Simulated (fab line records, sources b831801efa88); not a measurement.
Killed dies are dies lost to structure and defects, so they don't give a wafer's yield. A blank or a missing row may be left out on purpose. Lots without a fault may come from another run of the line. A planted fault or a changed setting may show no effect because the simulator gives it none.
Problem report in the 8D (eight disciplines) form, filled by code | flow gf180mcu | the parts of the form that need people (team, actions taken, sign-off) are left out

1. THE PROBLEM
rf_fwd_power_W at GF_M5_ETCH_09 reads a mean of 911 W on 2 wafers of 2 lots; wafers without a fault read 788 W with a standard deviation of 4.5. That is +27 standard deviations from the usual mean.
The step: etches Si3N4 in CF4/O2, target depth 52 nm, time 11.6 s.
First seen on wafer L715.5, day 29 23:47, on rie_diel-03. The record holds 40 wafers of 14 lots with a number at this step. Rule for "out", or "out of limits": more than 4 standard deviations from the usual mean. The other wafers with a number count as sound.

2. WHAT IT IS AND WHAT IT IS NOT
question                    | is                             | is not
which readings at this step | rf_fwd_power_W, oes_product_au | drypump_motor_current_A
which lots                  | L715, L717                     | L704, L705, L707, L708, L710, L712, L721, L722, L723, L724, L726, L727
which wafers of those lots  | L715.5, L717.1                 | L717.3, L717.5
read on which tools         | rie_diel-03                    | rie_diel-01, rie_diel-04
when                        | from day 29 23:47              | up to then (18 sound wafers); but 20 sound wafers of L717, L721, L722, L723, L724, L726, L727 came after

3. SUSPECTS, AND WHAT RULES EACH OUT
Counting: a tool at a process step up to the reading stays a suspect if it ran every lot that is out. Sound lots after the first of them don't rule it out here, since some wafers of a struck lot are sound.
- rie_diel-03 at GF_M5_ETCH_09 (etches Si3N4 in CF4/O2, target depth 52 nm, time 11.6 s): kept. It ran every lot that is out, first L715 (day 29 23:47); its last sound lot up to then is L712 (day 28 19:49). Its own readings are out on those wafers: oes_product_au, rf_fwd_power_W.
- Within rie_diel-03 at GF_M5_ETCH_09: the wafers that are out ran in chamber 1; their sound lot-mates ran in chambers 2, 3.
Left after counting: rie_diel-03 at GF_M5_ETCH_09.

4. THE CAUSE (what the simulator had put in)
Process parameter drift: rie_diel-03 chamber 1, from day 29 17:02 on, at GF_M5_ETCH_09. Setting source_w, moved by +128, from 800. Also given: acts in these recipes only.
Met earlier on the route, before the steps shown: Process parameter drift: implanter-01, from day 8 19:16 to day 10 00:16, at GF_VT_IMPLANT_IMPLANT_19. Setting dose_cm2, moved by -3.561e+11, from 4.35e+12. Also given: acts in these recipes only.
Counting left only this tool.

5. THE CHAIN OF EFFECTS, in route order
Each row: a reading whose mean over the struck wafers that have a number lies more than 3 standard deviations from the usual. Only readings for which the record gives a usual standard deviation are gone through. hours: the time from each lot's start at the first step in this table that gives one to its start at this step, as a median over the lots. sigmas: the change in usual standard deviations.
hours | step          | reading            | usual      | on struck wafers | change | sigmas
0     | GF_M5_ETCH_09 | oes_product_au     | 1.001 a.u. | 1.066            | +0.065 | +6.9
0     | GF_M5_ETCH_09 | rf_fwd_power_W     | 788 W      | 911              | +123   | +27
0     | GF_M5_ETCH_09 | throttle_valve_pct | 5.972 %    | 6.003            | +0.030 | +3.0
The process steps in it:
- GF_M5_ETCH_09: etches Si3N4 in CF4/O2, target depth 52 nm, time 11.6 s.

6. WHAT WOULD HAVE CAUGHT IT SOONER
In this record the first reading out of limits was taken at day 29 23:47, 7 hours after the fault began at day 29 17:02.
